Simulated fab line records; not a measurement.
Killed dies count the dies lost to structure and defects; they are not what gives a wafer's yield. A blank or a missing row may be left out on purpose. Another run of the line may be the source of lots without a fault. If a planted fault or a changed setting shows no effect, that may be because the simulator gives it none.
fab line records ; flow sky130 ; part 1 of 2: steps 1 to 24 of 34
[record] lots = 5; wafers = 15; last-day = 51
route steps=708 shown NWELL@63 PWDE@84 VT_ADJUST_HVTP@85 VT_ADJUST_LVTN@97
lots that met no fault: from a run of the same line without faults
start-h: hours from the record's first day to the start of the lot's first wafer shown ; wait-h: time in hours since the lot's previous step ; " the same as in the row above ; L1.1+2: a row that stands for several wafers ; - either no value or no given start ; * or withheld: withheld ; < > ~ a bound
route shown NAME@n: NAME is a module with steps in the file, n the number in the route of the first one ; usual: average and standard deviation across the fault-free wafers ; same: alike in all rows ; chamber/n: place in a boat ; sites: readings site by site ; _std_site: their standard deviation ; _edge_site: the outer-site mean with the inner-site mean subtracted ; radius-mm: how far each site lies from the wafer's centre ; mask NAME#n: copy n ; behind: the last tool/chamber to shape the wafer ; hold: the reason the lot was held/the length of the hold in hours/how it ended ; device: which transistor (n, p or np) failed to switch ; end of line: at the end of the route, the tests of the same wafers ; a step without rows: its recipe alone ; killed: dies lost to structure and defects at the first sort, not the wafer's yield ; map: a wafer's dies, x killed, . not, _ none there
set.NAME: the setting that was run; set.NAME@STEP: the one run at that earlier step ; model.NAME: the simulator's own value behind a step, which no gauge read
lots at selected steps of the route; one table per step, one row per wafer
services: from which hour (start-h, from the record's first day; less than 0 if before it) a tool's chamber was out of use, for how many hours, and why
[[steps]]
[step SKY_NWELL_OVL_MEAS_10]
[usual] NWELL_00_OVL = 0.8/1.2
lot.wafer;tool;chamber;start-h;wait-h;NWELL_00_OVL[nm]
L074.1;overlay-01;-;88.77;-;2.3
L074.3;overlay-01;-;88.77;-;2.6
L074.4;overlay-01;-;88.77;-;3.4
L081.4;overlay-02;-;132.29;-;-0.6
L081.5;overlay-02;-;132.29;-;-1.7
L081.6;overlay-02;-;132.29;-;-0.9
L088.2;overlay-01;-;172.40;-;1.2
L088.3;overlay-01;-;172.40;-;0.4
L088.6;overlay-01;-;172.40;-;2.9
L095.1;overlay-02;-;215.04;-;-0.3
L095.4;overlay-02;-;215.04;-;0.7
L095.5;overlay-02;-;215.04;-;0.2
L096.1;overlay-01;-;219.46;-;-1.1
L096.2;overlay-01;-;219.46;-;-0.9
L096.3;overlay-01;-;219.46;-;-0.4
[step SKY_NWELL_IMPLANT_11]
[recipe] species = P; energy-kev = 400; dose-cm2 = 1.9e+13; tilt-deg = withheld
lot.wafer;tool;chamber;start-h;wait-h
L074.1+3+4;implanter-04;0;88.81;0.0
L081.4+5+6;implanter-04;0;132.38;0.1
L088.2+3+6;implanter-04;0;172.45;0.0
L095.1+4+5;implanter-04;0;215.08;0.0
L096.1+2+3;implanter-03;0;219.50;0.0
[step SKY_NWELL_IMPLANT_12]
[recipe] species = P; energy-kev = 120; dose-cm2 = 1.3e+12; tilt-deg = withheld
lot.wafer;tool;chamber;start-h;wait-h
L074.1+3+4;implanter-04;0;88.96;0.1
L081.4+5+6;implanter-04;0;132.53;0.1
L088.2+3+6;implanter-04;0;172.60;0.1
L095.1+4+5;implanter-04;0;215.23;0.1
L096.1+2+3;implanter-03;0;219.65;0.1
[step SKY_NWELL_IMPLANT_13]
[recipe] species = P; energy-kev = 50; dose-cm2 = 7e+11; tilt-deg = withheld
lot.wafer;tool;chamber;start-h;wait-h
L074.1+3+4;implanter-04;0;89.11;0.1
L081.4+5+6;implanter-04;0;132.68;0.1
L088.2+3+6;implanter-04;0;172.75;0.1
L095.1+4+5;implanter-04;0;215.38;0.1
L096.1+2+3;implanter-03;0;219.80;0.1
[step SKY_NWELL_STRIP_14]
[recipe] chemistry = O2/N2; power-w = 1400; pressure-mtorr = 1500; platen-temp-c = withheld; o2-flow-sccm = 3000; n2-flow-sccm = 300; overash-fraction = 0.5
[usual] drypump-motor-current-A = 5.7/0.42; oes-product-au = 0.722/0.0044; strip-time-to-endpoint-s = 36.90/0.13
lot.wafer;tool;chamber;start-h;wait-h;drypump-motor-current-A;oes-product-au;rf-hours-counter-h;strip-time-to-endpoint-s
L074.1;plasma-asher-04;1;89.26;0.1;6.1;0.720;26;36.93
L074.3;plasma-asher-04;1;89.26;0.1;6.1;0.722;-;36.94
L074.4;plasma-asher-04;0;89.26;0.1;5.2;0.713;-;36.98
L081.4;plasma-asher-01;0;132.79;0.1;6.0;0.715;-;37.02
L081.5;plasma-asher-01;0;132.79;0.1;6.0;0.724;-;36.95
L081.6;plasma-asher-01;1;132.79;0.1;5.1;0.724;-;37.01
L088.2;plasma-asher-01;0;172.88;0.1;6.0;0.722;52;36.72
L088.3;plasma-asher-01;0;172.88;0.1;6.0;0.717;-;36.74
L088.6;plasma-asher-01;1;172.88;0.1;5.1;0.716;-;36.65
L095.1;plasma-asher-04;0;215.53;0.1;5.3;0.729;38;36.92
L095.4;plasma-asher-04;0;215.53;0.1;5.3;0.718;-;36.90
L095.5;plasma-asher-04;0;215.53;0.1;5.3;0.723;-;36.96
L096.1;plasma-asher-01;0;219.95;0.1;6.0;0.724;56;36.82
L096.2;plasma-asher-01;1;219.95;0.1;5.1;0.721;56;36.74
L096.3;plasma-asher-01;1;219.95;0.1;5.1;0.721;-;36.69
[step SKY_NWELL_TW_MEAS_15]
[usual] NWELL_TW = 1829/21
lot.wafer;tool;chamber;start-h;wait-h;NWELL_TW
L074.1;film-metro-04;-;89.36;0.1;1813
L074.3;film-metro-04;-;89.36;0.1;1807
L074.4;film-metro-04;-;89.36;0.1;1818
L081.4;film-metro-02;-;132.89;0.1;1845
L081.5;film-metro-02;-;132.89;0.1;1834
L081.6;film-metro-02;-;132.89;0.1;1842
L088.2;film-metro-02;-;172.99;0.1;1843
L088.3;film-metro-02;-;172.99;0.1;1848
L088.6;film-metro-02;-;172.99;0.1;1847
L095.1;film-metro-02;-;215.63;0.1;1837
L095.4;film-metro-02;-;215.63;0.1;1839
L095.5;film-metro-02;-;215.63;0.1;1842
L096.1;film-metro-02;-;220.05;0.1;1840
L096.2;film-metro-02;-;220.05;0.1;1840
L096.3;film-metro-02;-;220.05;0.1;1851
[step SKY_NWELL_DEHYDRATE_16]
[recipe] temp-c = 200; time-s = 60
[usual] chill-plate-temp-C = 22.99/0.098; exhaust-pa = 45.0/1
lot.wafer;tool;chamber;start-h;wait-h;chill-plate-temp-C;exhaust-pa
L074.1;litho-track-01;0;97.96;8.6;22.88;44.7
L074.3;litho-track-01;0;97.96;8.6;23.15;43.3
L074.4;litho-track-01;0;97.96;8.6;23.08;45.4
L081.4;litho-track-01;0;141.44;8.5;23.01;45.0
L081.5;litho-track-01;0;141.44;8.5;23.07;45.4
L081.6;litho-track-01;0;141.44;8.5;23.07;44.2
L088.2;litho-track-01;0;182.84;9.8;22.78;42.9
L088.3;litho-track-01;0;182.84;9.8;23.00;41.9
L088.6;litho-track-01;0;182.84;9.8;22.93;44.2
L095.1;litho-track-04;0;225.67;10.0;22.96;43.4
L095.4;litho-track-04;0;225.67;10.0;23.10;44.3
L095.5;litho-track-04;0;225.67;10.0;22.85;44.3
L096.1;litho-track-04;0;230.72;10.7;22.89;43.9
L096.2;litho-track-04;0;230.72;10.7;22.96;43.8
L096.3;litho-track-04;0;230.72;10.7;22.80;43.9
[step SKY_NWELL_HMDS_17]
[recipe] prime-time-s = 60; prime-temp-c = 120
[usual] chill-plate-temp-C = 23.01/0.11; exhaust-pa = 44.9/0.85
lot.wafer;tool;chamber;start-h;wait-h;chill-plate-temp-C;exhaust-pa
L074.1;litho-track-01;0;98.11;0.1;22.89;45.5
L074.3;litho-track-01;0;98.11;0.1;22.79;45.4
L074.4;litho-track-01;0;98.11;0.1;23.06;44.6
L081.4;litho-track-01;0;141.59;0.1;22.88;43.6
L081.5;litho-track-01;0;141.59;0.1;22.87;44.9
L081.6;litho-track-01;0;141.59;0.1;22.95;43.2
L088.2;litho-track-01;0;182.99;0.1;22.87;44.0
L088.3;litho-track-01;0;182.99;0.1;23.15;44.9
L088.6;litho-track-01;0;182.99;0.1;23.18;44.2
L095.1;litho-track-04;0;225.82;0.1;23.09;45.1
L095.4;litho-track-04;0;225.82;0.1;23.19;43.1
L095.5;litho-track-04;0;225.82;0.1;23.08;44.1
L096.1;litho-track-04;0;230.87;0.1;23.24;45.0
L096.2;litho-track-04;0;230.87;0.1;23.11;45.4
L096.3;litho-track-04;0;230.87;0.1;23.24;44.7
[step SKY_NWELL_COAT_18]
[recipe] spin-rpm = 2000; resist-thk-nm = 3000
[usual] chill-plate-temp-C = 23.00/0.12; exhaust-pa = 45.2/1; spin-speed-rpm = 2000.0/1.3
lot.wafer;tool;chamber;start-h;wait-h;chill-plate-temp-C;exhaust-pa;spin-speed-rpm
L074.1;litho-track-01;0;98.26;0.1;22.90;46.7;1999.9
L074.3;litho-track-01;0;98.26;0.1;22.77;48.1;1998.7
L074.4;litho-track-01;0;98.26;0.1;22.72;46.2;1998.4
L081.4;litho-track-01;0;141.74;0.1;23.04;43.8;2000.0
L081.5;litho-track-01;0;141.74;0.1;22.96;45.0;1999.1
L081.6;litho-track-01;0;141.74;0.1;23.12;44.9;1998.8
L088.2;litho-track-01;0;183.14;0.1;23.00;45.2;2001.2
L088.3;litho-track-01;0;183.14;0.1;22.90;44.6;2000.5
L088.6;litho-track-01;0;183.14;0.1;22.99;44.1;2001.2
L095.1;litho-track-04;0;225.97;0.1;23.07;44.5;2000.4
L095.4;litho-track-04;0;225.97;0.1;22.90;45.1;1997.6
L095.5;litho-track-04;0;225.97;0.1;23.00;44.9;1998.8
L096.1;litho-track-04;0;231.02;0.1;23.03;46.4;1998.0
L096.2;litho-track-04;0;231.02;0.1;23.04;45.1;1999.0
L096.3;litho-track-04;0;231.02;0.1;23.01;45.9;2001.4
[step SKY_NWELL_SOFTBAKE_19]
[recipe] temp-c = 110; time-s = withheld
[usual] chill-plate-temp-C = 22.98/0.11; exhaust-pa = 44.9/0.83
lot.wafer;tool;chamber;start-h;wait-h;chill-plate-temp-C;exhaust-pa
L074.1;litho-track-01;0;98.41;0.1;22.85;44.7
L074.3;litho-track-01;0;98.41;0.1;22.77;44.8
L074.4;litho-track-01;0;98.41;0.1;22.87;43.6
L081.4;litho-track-01;0;141.91;0.1;22.91;46.4
L081.5;litho-track-01;0;141.91;0.1;22.92;45.4
L081.6;litho-track-01;0;141.91;0.1;22.88;45.8
L088.2;litho-track-01;0;183.30;0.1;22.90;45.8
L088.3;litho-track-01;0;183.30;0.1;23.01;44.4
L088.6;litho-track-01;0;183.30;0.1;23.15;45.4
L095.1;litho-track-04;0;226.12;0.1;23.14;43.8
L095.4;litho-track-04;0;226.12;0.1;22.94;43.1
L095.5;litho-track-04;0;226.12;0.1;23.04;43.5
L096.1;litho-track-04;0;231.17;0.1;22.82;46.1
L096.2;litho-track-04;0;231.17;0.1;22.94;45.3
L096.3;litho-track-04;0;231.17;0.1;22.95;46.2
[step SKY_NWELL_EXPOSE_20]
[recipe] mask-id = NWM_COMPLEMENT; na = 0.6; source-shape = conventional; sigma-outer = 0.6; polarization = unpolarized; target-cd-nm = 840; dose-mj = 260
lot.wafer;tool;chamber;start-h;wait-h;mask
L074.1+3+4;iline-stepper-01;0;-;-;NWM_COMPLEMENT#0
L081.4+5+6;iline-stepper-01;0;-;-;NWM_COMPLEMENT#0
L088.2+3+6;iline-stepper-01;0;-;-;NWM_COMPLEMENT#0
L095.1+4+5;iline-stepper-01;0;-;-;NWM_COMPLEMENT#0
L096.1+2+3;iline-stepper-02;0;-;-;NWM_COMPLEMENT#0
[step SKY_NWELL_PEB_21]
[recipe] temp-c = 115; time-s = withheld
[usual] chill-plate-temp-C = 23.00/0.11; exhaust-pa = 44.9/0.82
lot.wafer;tool;chamber;start-h;wait-h;chill-plate-temp-C;exhaust-pa
L074.1;litho-track-03;0;-;-;22.85;45.5
L074.3;litho-track-03;0;-;-;22.96;44.7
L074.4;litho-track-03;0;-;-;22.89;44.4
L081.4;litho-track-04;0;-;-;23.24;45.5
L081.5;litho-track-04;0;-;-;23.18;45.1
L081.6;litho-track-04;0;-;-;23.01;44.9
L088.2;litho-track-03;0;-;-;23.17;45.7
L088.3;litho-track-03;0;-;-;23.10;45.4
L088.6;litho-track-03;0;-;-;23.15;45.4
L095.1;litho-track-04;0;-;-;23.23;44.8
L095.4;litho-track-04;0;-;-;23.04;44.4
L095.5;litho-track-04;0;-;-;23.00;44.7
L096.1;litho-track-04;0;-;-;23.00;45.5
L096.2;litho-track-04;0;-;-;22.92;45.7
L096.3;litho-track-04;0;-;-;23.04;45.7
[step SKY_NWELL_DEVELOP_22]
[recipe] wall-angle-deg = 90; developer = TMAH; develop-time-s = 60; dev-temp-c = 23
[usual] chill-plate-temp-C = 23.02/0.12; exhaust-pa = 45.1/0.97
lot.wafer;tool;chamber;start-h;wait-h;chill-plate-temp-C;exhaust-pa
L074.1;litho-track-03;0;-;-;23.01;43.5
L074.3;litho-track-03;0;-;-;22.93;46.2
L074.4;litho-track-03;0;-;-;23.21;44.4
L081.4;litho-track-04;0;-;-;23.00;45.1
L081.5;litho-track-04;0;-;-;23.01;45.3
L081.6;litho-track-04;0;-;-;23.04;44.9
L088.2;litho-track-03;0;-;-;22.87;45.5
L088.3;litho-track-03;0;-;-;22.85;46.1
L088.6;litho-track-03;0;-;-;22.88;45.1
L095.1;litho-track-04;0;-;-;22.95;48.2
L095.4;litho-track-04;0;-;-;22.99;45.1
L095.5;litho-track-04;0;-;-;22.91;45.9
L096.1;litho-track-04;0;-;-;23.15;44.1
L096.2;litho-track-04;0;-;-;23.20;44.0
L096.3;litho-track-04;0;-;-;23.11;44.5
[step SKY_NWELL_OVL_MEAS_23]
[usual] NWELL_01_OVL = 0.6/1.3
lot.wafer;tool;chamber;start-h;wait-h;NWELL_01_OVL[nm]
L074.1;overlay-02;-;107.84;-;1.3
L074.3;overlay-02;-;107.84;-;-0.6
L074.4;overlay-02;-;107.84;-;0.5
L081.4;overlay-01;-;152.09;-;2.4
L081.5;overlay-01;-;152.09;-;0.3
L081.6;overlay-01;-;152.09;-;3.1
L088.2;overlay-01;-;194.25;-;1.8
L088.3;overlay-01;-;194.25;-;0.8
L088.6;overlay-01;-;194.25;-;1.7
L095.1;overlay-01;-;237.72;-;1.5
L095.4;overlay-01;-;237.72;-;1.4
L095.5;overlay-01;-;237.72;-;-0.6
L096.1;overlay-01;-;243.17;-;0.5
L096.2;overlay-01;-;243.17;-;-1.0
L096.3;overlay-01;-;243.17;-;-0.5
[step SKY_NWELL_IMPLANT_24]
[recipe] species = B; energy-kev = 140; dose-cm2 = 9.2e+12; tilt-deg = withheld
lot.wafer;tool;chamber;start-h;wait-h
L074.1+3+4;implanter-04;0;107.88;0.0
L081.4+5+6;implanter-02;0;152.18;0.1
L088.2+3+6;implanter-02;0;194.30;0.0
L095.1+4+5;implanter-03;0;237.76;0.0
L096.1+2+3;implanter-03;0;243.21;0.0
[step SKY_NWELL_STRIP_25]
[recipe] chemistry = O2/N2; power-w = 1400; pressure-mtorr = 1500; platen-temp-c = withheld; o2-flow-sccm = 3000; n2-flow-sccm = 300; overash-fraction = 0.5
[usual] drypump-motor-current-A = 5.8/0.4; oes-product-au = 0.722/0.0044; strip-time-to-endpoint-s = 36.92/0.12
lot.wafer;tool;chamber;start-h;wait-h;drypump-motor-current-A;oes-product-au;rf-hours-counter-h;strip-time-to-endpoint-s
L074.1;plasma-asher-02;1;108.03;0.1;6.2;0.729;37;36.93
L074.3;plasma-asher-02;0;108.03;0.1;6.0;0.724;-;36.91
L074.4;plasma-asher-02;1;108.03;0.1;6.1;0.711;-;36.89
L081.4;plasma-asher-01;1;152.29;0.1;5.1;0.724;-;36.71
L081.5;plasma-asher-01;0;152.29;0.1;6.0;0.716;-;36.85
L081.6;plasma-asher-01;1;152.29;0.1;5.1;0.724;-;36.92
L088.2;plasma-asher-02;1;194.43;0.1;6.1;0.724;7;36.60
L088.3;plasma-asher-02;1;194.43;0.1;6.1;0.723;-;36.76
L088.6;plasma-asher-02;1;194.43;0.1;6.1;0.718;-;36.77
L095.1;plasma-asher-04;1;237.91;0.1;6.2;0.723;40;37.09
L095.4;plasma-asher-04;0;237.91;0.1;5.3;0.728;-;37.11
L095.5;plasma-asher-04;0;237.91;0.1;5.3;0.720;-;36.98
L096.1;plasma-asher-01;0;243.36;0.1;6.0;0.717;59;36.97
L096.2;plasma-asher-01;1;243.36;0.1;5.1;0.730;59;36.94
L096.3;plasma-asher-01;1;243.36;0.1;5.1;0.722;-;36.98
[step SKY_NWELL_TW_MEAS_26]
[usual] NWELL_2_TW = 498/5.2
lot.wafer;tool;chamber;start-h;wait-h;NWELL_2_TW
L074.1;film-metro-02;-;108.13;0.1;502
L074.3;film-metro-02;-;108.13;0.1;502
L074.4;film-metro-02;-;108.13;0.1;502
L081.4;film-metro-01;-;152.39;0.1;494
L081.5;film-metro-01;-;152.39;0.1;495
L081.6;film-metro-01;-;152.39;0.1;492
L088.2;film-metro-04;-;194.54;0.1;496
L088.3;film-metro-04;-;194.54;0.1;494
L088.6;film-metro-04;-;194.54;0.1;495
L095.1;film-metro-01;-;238.01;0.1;494
L095.4;film-metro-01;-;238.01;0.1;493
L095.5;film-metro-01;-;238.01;0.1;491
L096.1;film-metro-02;-;243.46;0.1;503
L096.2;film-metro-02;-;243.46;0.1;501
L096.3;film-metro-02;-;243.46;0.1;499
[step SKY_NWELL_CLEAN_27]
[recipe] chemistry = SC1/SC2; mix = 1:4:20; temp-c = 70; time-s = 150; dry = n2-spin
[usual] bath-guard-temp-C = 70.0/0.5; bath-heat-duty-pct = 13.5/1.8
lot.wafer;tool;chamber;start-h;wait-h;bath-guard-temp-C;bath-heat-duty-pct
L074.1;wet-bench-03;0;108.19;0.1;70.2;13.7
L074.3;wet-bench-03;0;108.19;0.1;70.3;14.3
L074.4;wet-bench-03;0;108.19;0.1;70.3;14.1
L081.4;wet-bench-01;3;152.42;0.0;69.8;16.1
L081.5;wet-bench-01;3;152.42;0.0;69.2;17.2
L081.6;wet-bench-01;3;152.42;0.0;69.6;17.9
L088.2;wet-bench-02;1;194.59;0.0;70.2;11.4
L088.3;wet-bench-02;1;194.59;0.0;70.1;11.6
L088.6;wet-bench-02;1;194.59;0.0;70.1;12.2
L095.1;wet-bench-03;3;238.07;0.1;70.1;11.5
L095.4;wet-bench-03;3;238.07;0.1;70.1;12.5
L095.5;wet-bench-03;3;238.07;0.1;70.0;11.6
L096.1;wet-bench-03;0;243.52;0.1;70.4;14.3
L096.2;wet-bench-03;0;243.52;0.1;70.4;12.3
L096.3;wet-bench-03;0;243.52;0.1;70.4;13.6
[step SKY_NWELL_RTA_28]
[recipe] temp-c = 1050; time-s = 30; idle-temp-c = 650; ramp-up-c-per-s = 150; ramp-down-c-per-s = 90; ambient = N2
[usual] lamp-power-pct = 25.30/0.054; ramp-up-c-per-s = 150.00/0.028; wafer_temp_C_max = 1054.9/0.91
lot.wafer;tool;chamber;start-h;wait-h;lamp-power-pct;ramp-up-c-per-s;wafer_temp_C_max
L074.1;rtp-anneal-02;0;108.24;0.0;25.38;150.01;1053.4
L074.3;rtp-anneal-02;0;108.24;0.0;25.26;149.98;1056.0
L074.4;rtp-anneal-02;0;108.24;0.0;25.32;150.01;1055.5
L081.4;rtp-anneal-01;0;152.52;0.1;25.24;150.01;1055.3
L081.5;rtp-anneal-01;0;152.52;0.1;25.40;149.97;1053.3
L081.6;rtp-anneal-01;0;152.52;0.1;25.35;150.02;1054.7
L088.2;rtp-anneal-01;0;194.65;0.0;25.33;149.99;1054.7
L088.3;rtp-anneal-01;0;194.65;0.0;25.18;150.00;1054.6
L088.6;rtp-anneal-01;0;194.65;0.0;25.39;150.04;1053.2
L095.1;rtp-anneal-01;0;238.12;0.0;25.32;150.04;1055.4
L095.4;rtp-anneal-01;0;238.12;0.0;25.36;149.99;1055.0
L095.5;rtp-anneal-01;0;238.12;0.0;25.30;150.03;1054.4
L096.1;rtp-anneal-02;0;243.57;0.0;25.30;150.01;1054.5
L096.2;rtp-anneal-02;0;243.57;0.0;25.34;150.04;1055.5
L096.3;rtp-anneal-02;0;243.57;0.0;25.34;150.03;1055.2
[step SKY_NWELL_RS_MEAS_29]
[recipe] thk-meas-gauge = four-point-probe
[usual] NWELL_RS = 624.6/1.8
lot.wafer;tool;chamber;start-h;wait-h;NWELL_RS[ohm/sq]
L074.1;film-metro-01;-;108.34;0.1;626.7
L074.3;film-metro-01;-;108.34;0.1;626.9
L074.4;film-metro-01;-;108.34;0.1;625.3
L081.4;film-metro-02;-;152.63;0.1;624.8
L081.5;film-metro-02;-;152.63;0.1;624.5
L081.6;film-metro-02;-;152.63;0.1;625.1
L088.2;film-metro-02;-;194.76;0.1;622.9
L088.3;film-metro-02;-;194.76;0.1;621.1
L088.6;film-metro-02;-;194.76;0.1;623.2
L095.1;film-metro-02;-;238.22;0.1;627.2
L095.4;film-metro-02;-;238.22;0.1;625.9
L095.5;film-metro-02;-;238.22;0.1;627.1
L096.1;film-metro-01;-;243.67;0.1;626.4
L096.2;film-metro-01;-;243.67;0.1;626.0
L096.3;film-metro-01;-;243.67;0.1;626.2
[step SKY_NWELL_RS_MEAS_31]
[recipe] thk-meas-gauge = four-point-probe
[usual] PWDE_RS = 5278/17
lot.wafer;tool;chamber;start-h;wait-h;PWDE_RS[ohm/sq]
L074.1;film-metro-01;-;108.58;0.1;5285
L074.3;film-metro-01;-;108.58;0.1;5268
L074.4;film-metro-01;-;108.58;0.1;5296
L081.4;film-metro-02;-;152.87;0.1;5285
L081.5;film-metro-02;-;152.87;0.1;5285
L081.6;film-metro-02;-;152.87;0.1;5276
L088.2;film-metro-02;-;195.00;0.1;5295
L088.3;film-metro-02;-;195.00;0.1;5263
L088.6;film-metro-02;-;195.00;0.1;5297
L095.1;film-metro-02;-;238.46;0.1;5252
L095.4;film-metro-02;-;238.46;0.1;5269
L095.5;film-metro-02;-;238.46;0.1;5247
L096.1;film-metro-01;-;243.91;0.1;5297
L096.2;film-metro-01;-;243.91;0.1;5292
L096.3;film-metro-01;-;243.91;0.1;5296
[step SKY_VT_ADJUST_HVTP_DEHYDRATE_00]
[recipe] temp-c = 200; time-s = 60
[usual] chill-plate-temp-C = 23.00/0.093; exhaust-pa = 44.9/0.94
lot.wafer;tool;chamber;start-h;wait-h;chill-plate-temp-C;exhaust-pa
L074.1;litho-track-01;0;117.51;8.9;23.02;43.1
L074.3;litho-track-01;0;117.51;8.9;23.07;44.3
L074.4;litho-track-01;0;117.51;8.9;23.14;43.4
L081.4;litho-track-02;0;162.73;9.8;22.94;44.5
L081.5;litho-track-02;0;162.73;9.8;22.95;45.2
L081.6;litho-track-02;0;162.73;9.8;22.91;44.9
L088.2;litho-track-03;0;205.02;10.0;23.08;44.0
L088.3;litho-track-03;0;205.02;10.0;23.02;45.2
L088.6;litho-track-03;0;205.02;10.0;23.08;44.6
L095.1;litho-track-03;0;249.69;11.2;22.95;45.8
L095.4;litho-track-03;0;249.69;11.2;22.90;46.4
L095.5;litho-track-03;0;249.69;11.2;22.91;46.1
L096.1;litho-track-03;0;254.49;10.6;23.00;44.0
L096.2;litho-track-03;0;254.49;10.6;22.95;43.2
L096.3;litho-track-03;0;254.49;10.6;22.88;44.8
[step SKY_VT_ADJUST_HVTP_HMDS_01]
[recipe] prime-time-s = 60; prime-temp-c = 120
[usual] chill-plate-temp-C = 23.03/0.1; exhaust-pa = 45.2/0.93
lot.wafer;tool;chamber;start-h;wait-h;chill-plate-temp-C;exhaust-pa
L074.1;litho-track-01;0;117.66;0.1;22.79;45.2
L074.3;litho-track-01;0;117.66;0.1;23.05;46.0
L074.4;litho-track-01;0;117.66;0.1;22.85;45.8
L081.4;litho-track-02;0;162.88;0.1;22.99;43.6
L081.5;litho-track-02;0;162.88;0.1;23.12;44.6
L081.6;litho-track-02;0;162.88;0.1;22.99;43.7
L088.2;litho-track-03;0;205.17;0.1;23.10;44.8
L088.3;litho-track-03;0;205.17;0.1;23.08;45.1
L088.6;litho-track-03;0;205.17;0.1;23.09;45.7
L095.1;litho-track-03;0;249.84;0.1;23.13;44.8
L095.4;litho-track-03;0;249.84;0.1;23.19;44.3
L095.5;litho-track-03;0;249.84;0.1;23.04;44.6
L096.1;litho-track-03;0;254.64;0.1;22.91;44.7
L096.2;litho-track-03;0;254.64;0.1;22.94;44.1
L096.3;litho-track-03;0;254.64;0.1;22.88;43.1
[step SKY_VT_ADJUST_HVTP_COAT_02]
[recipe] resist = NOVOLAK; spin-rpm = 3000; resist-thk-nm = 1140
[usual] chill-plate-temp-C = 22.98/0.1; exhaust-pa = 45.0/0.8; spin-speed-rpm = 3000.1/2.2
lot.wafer;tool;chamber;start-h;wait-h;chill-plate-temp-C;exhaust-pa;spin-speed-rpm
L074.1;litho-track-01;0;117.81;0.1;22.89;44.0;2998.5
L074.3;litho-track-01;0;117.81;0.1;22.84;44.2;2999.3
L074.4;litho-track-01;0;117.81;0.1;22.96;45.6;2998.7
L081.4;litho-track-02;0;163.03;0.1;23.08;45.6;2997.7
L081.5;litho-track-02;0;163.03;0.1;23.02;45.9;2997.4
L081.6;litho-track-02;0;163.03;0.1;23.13;45.5;3005.1
L088.2;litho-track-03;0;205.32;0.1;22.86;45.0;2999.3
L088.3;litho-track-03;0;205.32;0.1;22.97;46.5;2999.6
L088.6;litho-track-03;0;205.32;0.1;22.91;44.6;2999.8
L095.1;litho-track-03;0;249.99;0.1;23.03;43.7;2999.6
L095.4;litho-track-03;0;249.99;0.1;22.98;44.4;3000.2
L095.5;litho-track-03;0;249.99;0.1;23.23;44.1;3001.1
L096.1;litho-track-03;0;254.79;0.1;23.04;44.0;3000.9
L096.2;litho-track-03;0;254.79;0.1;22.82;44.6;2997.6
L096.3;litho-track-03;0;254.79;0.1;23.07;45.1;2999.0
